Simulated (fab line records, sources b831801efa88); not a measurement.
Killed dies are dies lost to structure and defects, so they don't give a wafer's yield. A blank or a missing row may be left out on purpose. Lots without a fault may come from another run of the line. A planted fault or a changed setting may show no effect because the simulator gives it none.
Which tool did it? | flow sky130 | 6 lots, 18 wafers sampled, at 1 step of a route of 708

WHAT THE GAUGES READ, wafer by wafer
SKY_POLY_GATE_OVL_MEAS_14.
lot  | measured     | on         | POLY_GATE_OVL (nm)
L348 | day 16 16:32 | overlay-02 | 1 1 -5
L353 | day 18 15:34 | overlay-01 | -4 6 1
L362 | day 21 21:38 | overlay-02 | -3 -6 -3
L365 | day 23 13:12 | overlay-01 | -1 -1 7
L368 | day 23 23:36 | overlay-01 | 13 2 6
L370 | day 24 14:40 | overlay-02 | -11 1 -1

WHICH TOOL RAN EACH LOT (tool, then ch and the chambers of the sampled wafers, then the start)
The record holds no process step before these readings.

THE ANSWER, worked out from the rows above alone
Rule: what is usual is taken from the lots themselves. Put in order of their means at a reading, lots are off if they are a third of the lots or fewer, leave a main group of 4 or more, and stand apart from it by a gap of 3 or more times the standard deviation of the main group's means; of several such gaps the widest counts. A main group whose means are all the same, to the digits that the tables above print for the reading, isn't used. A lot without any number at a reading at which 4 lots or more have one is off too. The other lots that the step has rows for count as sound.
No lot is off at any reading shown: from this, nothing can be told.

WHAT THE SIMULATOR HAD PUT IN
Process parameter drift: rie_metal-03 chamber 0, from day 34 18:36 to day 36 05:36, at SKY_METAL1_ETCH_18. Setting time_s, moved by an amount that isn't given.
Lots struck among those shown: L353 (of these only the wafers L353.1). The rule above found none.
